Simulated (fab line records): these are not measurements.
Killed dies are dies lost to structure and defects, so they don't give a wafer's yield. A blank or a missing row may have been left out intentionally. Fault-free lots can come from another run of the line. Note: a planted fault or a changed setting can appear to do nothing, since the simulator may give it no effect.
Comparing a struck lot with a sound one    flow gf180mcu    22 steps out of a route of 602
Sound: the wafers L150.1, L150.2, L150.4. Wafers L154.1, L154.2, L154.4 were the ones struck. The cause is named last.
Each step with rows lists, per side, the tool, then ch with its chambers, then its first start. Under that, the readings that differ: sound wafers    struck wafers    difference of the means    sigmas: that difference in standard deviations of wafers without a fault.
alike: words and numbers the same on both sides, and readings whose means are apart by under 2 such deviations; not compared: readings that were withheld, readings missing a value for some wafer, numbers with overlapping values and no deviation given by the record, and bounds like >300 which may hide the same value.
A row with sigmas, a row that says differs or no value, or rows on one side alone: a step with any of these is where the two part. Numbers that don't overlap but have no deviation are shown without sigmas and don't part them. Lack of a reading on every wafer of one side parts them only where that side has two or more wafers.

first, 1 step without rows for these wafers: GF_POLY_GATE_DEVELOP_09 (develop time 60 s).
GF_POLY_GATE_CD_MEAS_10 targets a cd of 280 nm.
  sound on cd-sem-02 at day 10 22:49; struck on cd-sem-02 at day 11 23:07
  alike: cd-nm
GF_POLY_GATE_OVL_MEAS_11:
  sound on overlay-02 at day 10 22:56; struck on overlay-01 at day 11 23:14
  alike: POLY_GATE_OVL
GF_POLY_GATE_ETCH_12: etches BARC in N2/H2.
  sound on rie-diel-04 ch 1,2,3, day 10 22:58; struck on rie-diel-01 ch 0,2,3, day 11 23:16
  alike: drypump-motor-current-A, oes-product-au, throttle-valve-pct
GF_POLY_GATE_ETCH_13: etches poly-Si in HBr/Cl2, stops on SiO2, target depth 198.5 nm, time 69.6 s.
  sound on rie-si-01 ch 1,2,3, day 10 23:01; struck on rie-si-02 ch 0,1,3, day 11 23:19
  alike: HBr_flow_sccm, drypump-motor-current-A, oes-product-au, throttle-valve-pct
  not compared: rf-hours-counter-h
GF_POLY_GATE_STRIP_14: strips in O2/N2.
  sound on plasma-asher-03 ch 0,1, day 10 23:04; struck on plasma-asher-01 ch 0,1, day 11 23:22
  alike: drypump-motor-current-A, heater-power-w, o2-flow-sccm, oes-product-au
  not compared: rf-hours-counter-h
then, 2 steps without rows for these wafers: GF_POLY_GATE_CLEAN_15 (cleans in SC1/SC2, time 150 s); GF_POLY_GATE_OXIDATION_16 (stabilise 600 s, purge 300 s, target thk 4 nm).
GF_POLY_GATE_THK_MEAS_17:
  sound on film-metro-04 at day 11 00:32; struck on film-metro-03 at day 12 01:48
  alike: POLY_GATE_OXIDATION_THK
GF_POLY_GATE_CD_MEAS_18:
  sound on cd-sem-02 at day 11 00:35; struck on cd-sem-02 at day 12 01:53
  alike: cd-nm
then, 2 steps without rows for these wafers: GF_HV_LDD_DEHYDRATE_00 (time 60 s); GF_HV_LDD_HMDS_01 (prime time 60 s).
GF_HV_LDD_COAT_02: resist thk 1000 nm.
  sound on litho-track-04 ch 0, day 11 09:13; struck on litho-track-02 ch 0, day 12 11:08
reading                                      sound              struck             difference  sigmas
model.NOVOLAK_of_HV_LDD_COAT_02.thk-nm (nm)  996.7 997.9 998.3  952.4 952.9 952.2  -45.1       
  alike: resist-line-temp-C
then, 3 steps without rows for these wafers: GF_HV_LDD_SOFTBAKE_03 (time 60 s); GF_HV_LDD_EXPOSE_04 (exposes mask Nplus LV AREA, target cd 400 nm); GF_HV_LDD_PEB_05.
GF_HV_LDD_DEVELOP_06: develop time 60 s.
  sound on litho-track-02 ch 0, day 11 18:53; struck on litho-track-04 ch 0, day 12 20:49
reading                                      sound              struck           difference  sigmas
model.NOVOLAK_of_HV_LDD_COAT_02.thk-nm (nm)  996.3 997.5 997.9  952 952.5 951.8  -45         
  alike: resist-line-temp-C
GF_HV_LDD_CD_MEAS_07 targets a cd of 400 nm.
  sound on cd-sem-02 at day 11 19:02; struck on cd-sem-01 at day 12 20:58
  alike: cd-nm
GF_HV_LDD_OVL_MEAS_08:
  sound on overlay-01 at day 11 19:09; struck on overlay-01 at day 12 21:05
  alike: HV_LDD_OVL
following that, these wafers have no rows for 1 step: GF_HV_LDD_IMPLANT_09.
GF_HV_LDD_STRIP_10: strips in O2/N2.
  sound on plasma-asher-01 ch 0,1, day 11 19:20; struck on plasma-asher-02 ch 0,1, day 12 21:16
reading                       sound                 struck                difference  sigmas
strip-time-to-endpoint-s (s)  12.577 12.604 12.600  12.077 12.081 12.079  -0.515      -18
  alike: drypump-motor-current-A, heater-power-w, o2-flow-sccm, oes-product-au
  not compared: rf-hours-counter-h
GF_HV_LDD_TW_MEAS_11:
  sound on film-metro-03 at day 11 19:26; struck on film-metro-02 at day 12 21:22
  alike: HV_LDD_TW

## WHERE THEY PART
GF_HV_LDD_STRIP_10 only, going by this record. Later steps at which nothing parts them and some readings are alike: GF_HV_LDD_TW_MEAS_11.

WHY: whatever the simulator had introduced
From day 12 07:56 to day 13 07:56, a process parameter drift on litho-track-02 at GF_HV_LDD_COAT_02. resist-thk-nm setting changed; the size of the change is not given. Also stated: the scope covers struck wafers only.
